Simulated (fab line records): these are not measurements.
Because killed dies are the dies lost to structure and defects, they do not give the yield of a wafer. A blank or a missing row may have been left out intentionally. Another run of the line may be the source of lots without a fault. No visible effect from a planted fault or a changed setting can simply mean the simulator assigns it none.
A lot that was struck, set against a sound lot    flow sky130    17 out of 708 route steps
Sound: wafers L529.1, L529.4, L529.5. Struck: wafers L538.1, L538.3, L538.6. At the end, the cause is stated.
Per side, at each step with rows, come the tool, then ch with its chambers, and then its first start. Under that, the readings that differ: sound wafers    struck wafers    difference of the means    sigmas: that difference in standard deviations of wafers without a fault.
alike: a reading whose means differ by less than 2 such deviations, as well as words and numbers matching on both sides. not compared: withheld readings; readings where some wafer has no value; bounds like >300 that might hide an equal value; numbers whose values overlap and for which the record gives no deviation.
The two part at a step that has a row with sigmas, a row that says differs or no value, or rows on one side only. Non-overlapping numbers with no deviation appear without sigmas and do not part them. A reading that every wafer of one side lacks parts them only if that side has two wafers or more.

SKY_FIELD_ISO_BOW_MEAS_00:
  sound: filmMetro-03 at day 2 16:00; struck: filmMetro-03 at day 4 13:00
  alike: INCOMING_BOW
then, 1 step without rows for these wafers: SKY_FIELD_ISO_OXIDATION_01 (stabilise 600 s, purge 300 s, target thk 12 nm).
SKY_FIELD_ISO_THK_MEAS_02:
  sound: filmMetro-01 at day 2 18:26; struck: filmMetro-01 at day 4 15:49
  alike: FIELD_ISO_OXIDATION_00_THK
then, 1 step without rows for these wafers: SKY_FIELD_ISO_CVD_03 (deposits Si3N4 from DCS/NH3, target thk 165 nm, time 2830 s).
SKY_FIELD_ISO_THK_MEAS_04:
  sound: filmMetro-04 at day 2 22:20; struck: filmMetro-04 at day 4 17:40
  alike: FIELD_ISO_CVD_03_THK
then, 3 steps without rows for these wafers: SKY_FIELD_ISO_DEHYDRATE_05 (time 60 s); SKY_FIELD_ISO_HMDS_06 (prime time 60 s); SKY_FIELD_ISO_COAT_07 (resist thk 60 nm).
SKY_FIELD_ISO_COAT_08: resist thk 450 nm.
  sound on lithoTrack-04 ch 0, day 3 05:00; struck on lithoTrack-04 ch 0, day 5 02:00
reading                                          sound                 struck                difference  sigmas
spinSpeedRpm (rpm)                               3001.0 3000.7 2998.2  2830.2 2834.5 2832.1  -167.7      -99 or more
model.KrF-thick_of_FIELD_ISO_COAT_08.thkNm (nm)  450.7 451.2 450       461.6 462.8 463       +11.8       
then, 4 steps without rows for these wafers: SKY_FIELD_ISO_SOFTBAKE_09 (time 90 s); SKY_FIELD_ISO_EXPOSE_10 (exposes mask FOM, target cd 150 nm); SKY_FIELD_ISO_PEB_11; SKY_FIELD_ISO_DEVELOP_12 (develop time 60 s).
SKY_FIELD_ISO_CD_MEAS_13: the cd target is 150 nm.
  sound: cdSem-02 at day 3 13:49; struck: cdSem-01 at day 5 11:16
  alike: cdNm
SKY_FIELD_ISO_ETCH_14: etches BARC in N2/H2, stops on SiO2, time 45.9 s, target depth 60 nm.
  sound on rieDiel-03 ch 2,3, day 3 13:56; struck on rieDiel-03 ch 0,1,3, day 5 11:23
  alike: drypumpMotorCurrentA, oesProductAu, throttleValvePct
  not compared: rfHoursCounterH
SKY_FIELD_ISO_ETCH_15: etches the open film in CHF3/O2, stops on Si, target depth 180 nm, time 72 s.
  sound on rieDiel-03 ch 2,3, day 3 13:59; struck on rieDiel-03 ch 0,1,3, day 5 11:25
reading                                          sound              struck             difference  sigmas
throttleValvePct (%)                             8.834 8.828 8.834  8.862 8.855 8.838  +0.020      +2
model.KrF-thick_of_FIELD_ISO_COAT_08.thkNm (nm)  235.9 233.1 232.8  253.3 243.8 248.4  +14.6       
  alike: chf3FlowSccm, drypumpMotorCurrentA, oesProductAu
  not compared: rfHoursCounterH
SKY_FIELD_ISO_STRIP_16: strips in O2/N2.
  sound on plasmaAsher-02 ch 0,1, day 3 14:02; struck on plasmaAsher-01 ch 0,1, day 5 11:29
reading                   sound           struck          difference  sigmas
stripTimeToEndpointS (s)  3.54 3.50 3.50  3.73 3.63 3.68  +0.17       +4
  alike: drypumpMotorCurrentA, oesProductAu
  not compared: rfHoursCounterH

## WHERE THEY PART
Earliest at SKY_FIELD_ISO_COAT_08; latest, in this record, at SKY_FIELD_ISO_STRIP_16.

WHY: whatever the simulator had introduced
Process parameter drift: lithoTrack-04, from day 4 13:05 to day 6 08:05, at SKY_FIELD_ISO_COAT_08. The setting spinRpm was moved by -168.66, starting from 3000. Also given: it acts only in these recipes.
